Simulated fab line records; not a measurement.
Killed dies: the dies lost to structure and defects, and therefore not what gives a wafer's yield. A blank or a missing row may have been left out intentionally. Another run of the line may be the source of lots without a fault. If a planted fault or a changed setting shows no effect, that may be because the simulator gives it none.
A struck lot beside a sound one :: flow sky130 :: 14 out of 708 route steps
Sound: the wafers L263.1, L263.2, L263.5. Struck: wafers L271.3, L271.5, L271.6. The cause is named last.
Per side, at each step with rows, come the tool, then ch with its chambers, and then its first start. Under that, the readings that differ: sound wafers :: struck wafers :: difference of the means :: sigmas: that difference in standard deviations of wafers without a fault.
alike: words and numbers the same on both sides, and readings whose means are apart by under 2 such deviations; not compared: readings that were withheld, readings missing a value for some wafer, numbers with overlapping values and no deviation given by the record, and bounds like >300 which may hide the same value.
The two part at a step that has a row with sigmas, a row that says differs or no value, or rows on one side only. Numbers that don't overlap but have no deviation are shown without sigmas and don't part them. A reading missing from all wafers of one side parts the sides only when that side holds two or more wafers.

first, 7 steps without rows for these wafers: SKY_LDD_N_DEHYDRATE_00 (time 60 s); SKY_LDD_N_HMDS_01 (prime time 60 s); SKY_LDD_N_COAT_02 (resist thk 300 nm); SKY_LDD_N_SOFTBAKE_03 (time 60 s); SKY_LDD_N_EXPOSE_04 (exposes mask NTM, target cd 840 nm); SKY_LDD_N_PEB_05; SKY_LDD_N_DEVELOP_06 (develop time 60 s).
SKY_LDD_N_OVL_MEAS_07:
  struck on overlay-02, day 22 10:30; sound on overlay-01, day 19 05:10
  alike: LDD_N_OVL
then, 4 steps without rows for these wafers: SKY_LDD_N_IMPLANT_08; SKY_LDD_N_IMPLANT_09; SKY_LDD_N_IMPLANT_10; SKY_LDD_N_IMPLANT_11.
SKY_LDD_N_IMPLANT_12:
  sound on implanter-01 ch 0, day 19 05:48; struck on implanter-03, day 22 11:10
  no value came back on the struck wafers for beam-energy-keV, beam-on-s (s); on the sound wafers beam-energy-keV reads 50.003 49.995 49.995
after that, 1 step had no rows for these wafers: SKY_LDD_N_IMPLANT_13.

WHERE THEY PART
Within this record, at SKY_LDD_N_IMPLANT_12 only.

WHY: what the simulator had put in
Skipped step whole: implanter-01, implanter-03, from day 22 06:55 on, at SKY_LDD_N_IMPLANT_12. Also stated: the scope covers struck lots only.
